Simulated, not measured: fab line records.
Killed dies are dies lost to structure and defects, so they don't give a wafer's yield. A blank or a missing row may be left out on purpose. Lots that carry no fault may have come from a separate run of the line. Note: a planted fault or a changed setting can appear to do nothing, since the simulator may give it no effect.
Matching of chambers / flow gf180mcu / 3 sister chambers for GF_STI_ETCH_14 on rieSi-01
The step etches Si in HBr/Cl2/O2, target depth 360 nm, time 102.9 s. 14 wafers are shown with their chamber, then 5 later ones without.

WAFERS WITH THEIR CHAMBER
wafer=L170.2; chamber=3; drypumpMotorCurrentA (A)=6.4; heBacksideLeakSccm (sccm)=2.9; oesProductAu (a.u.)=0.994
wafer=L170.3; chamber=1; drypumpMotorCurrentA (A)=5.0; heBacksideLeakSccm (sccm)=2.3; oesProductAu (a.u.)=0.999
wafer=L170.6; chamber=3; drypumpMotorCurrentA (A)=6.4; heBacksideLeakSccm (sccm)=2.9; oesProductAu (a.u.)=0.994
wafer=L171.1; chamber=3; drypumpMotorCurrentA (A)=6.4; heBacksideLeakSccm (sccm)=2.7; oesProductAu (a.u.)=0.991
wafer=L171.5; chamber=1; drypumpMotorCurrentA (A)=5.0; heBacksideLeakSccm (sccm)=2.7; oesProductAu (a.u.)=1.002
wafer=L171.6; chamber=2; drypumpMotorCurrentA (A)=5.9; heBacksideLeakSccm (sccm)=2.3; oesProductAu (a.u.)=0.998
wafer=L178.1; chamber=1; drypumpMotorCurrentA (A)=5.0; heBacksideLeakSccm (sccm)=2.5; oesProductAu (a.u.)=1.000
wafer=L178.2; chamber=3; drypumpMotorCurrentA (A)=6.4; heBacksideLeakSccm (sccm)=2.8; oesProductAu (a.u.)=0.996
wafer=L178.4; chamber=2; drypumpMotorCurrentA (A)=5.9; heBacksideLeakSccm (sccm)=2.4; oesProductAu (a.u.)=1.007
wafer=L182.1; chamber=2; drypumpMotorCurrentA (A)=5.9; heBacksideLeakSccm (sccm)=2.3; oesProductAu (a.u.)=0.997
wafer=L182.3; chamber=1; drypumpMotorCurrentA (A)=5.1; heBacksideLeakSccm (sccm)=2.5; oesProductAu (a.u.)=0.992
wafer=L182.5; chamber=1; drypumpMotorCurrentA (A)=5.0; heBacksideLeakSccm (sccm)=2.6; oesProductAu (a.u.)=0.998
wafer=L184.3; chamber=1; drypumpMotorCurrentA (A)=5.0; heBacksideLeakSccm (sccm)=2.8; oesProductAu (a.u.)=0.989
wafer=L184.4; chamber=2; drypumpMotorCurrentA (A)=5.9; heBacksideLeakSccm (sccm)=2.3; oesProductAu (a.u.)=1.001

SIGNATURES, as means of the wafers listed above
reading=drypumpMotorCurrentA; chamber 1=5.017; chamber 2=5.900; chamber 3=6.400; scatter within a chamber=0.0275
reading=heBacksideLeakSccm; chamber 1=2.567; chamber 2=2.325; chamber 3=2.825; scatter within a chamber=0.131
reading=oesProductAu; chamber 1=0.99667; chamber 2=1.00075; chamber 3=0.99375; scatter within a chamber=0.00427
Rule: for each reading, subtract the chamber's mean from the wafer's reading, divide by that reading's scatter and square the result; add these up over the readings and take the root, which gives the wafer's distance from the chamber. If the next closest chamber is less than 2 further off than the closest, the wafer can't be placed; otherwise it belongs to the closest. The scatter: the root of (the sum of the squares of (reading less its chamber's mean) over the shown wafers, divided by (wafers less chambers)).

WAFERS MISSING THEIR CHAMBER
wafer=L184.5; drypumpMotorCurrentA (A)=6.4; heBacksideLeakSccm (sccm)=3.0; oesProductAu (a.u.)=0.988
wafer=L189.1; drypumpMotorCurrentA (A)=5.9; heBacksideLeakSccm (sccm)=2.3; oesProductAu (a.u.)=1.003
wafer=L189.4; drypumpMotorCurrentA (A)=5.0; heBacksideLeakSccm (sccm)=2.6; oesProductAu (a.u.)=0.995
wafer=L190.1; drypumpMotorCurrentA (A)=5.0; heBacksideLeakSccm (sccm)=2.5; oesProductAu (a.u.)=1.007
wafer=L190.2; drypumpMotorCurrentA (A)=6.4; heBacksideLeakSccm (sccm)=2.9; oesProductAu (a.u.)=0.994

THE CHAMBER EACH PASSED THROUGH
wafer=L184.5; from the rows above=3; in truth=3
wafer=L189.1; from the rows above=2; in truth=2
wafer=L189.4; from the rows above=1; in truth=1
wafer=L190.1; from the rows above=1; in truth=1
wafer=L190.2; from the rows above=3; in truth=3
5 of 5 placed correctly. From these rows, 0 cannot be placed. Number placed wrongly: 0.
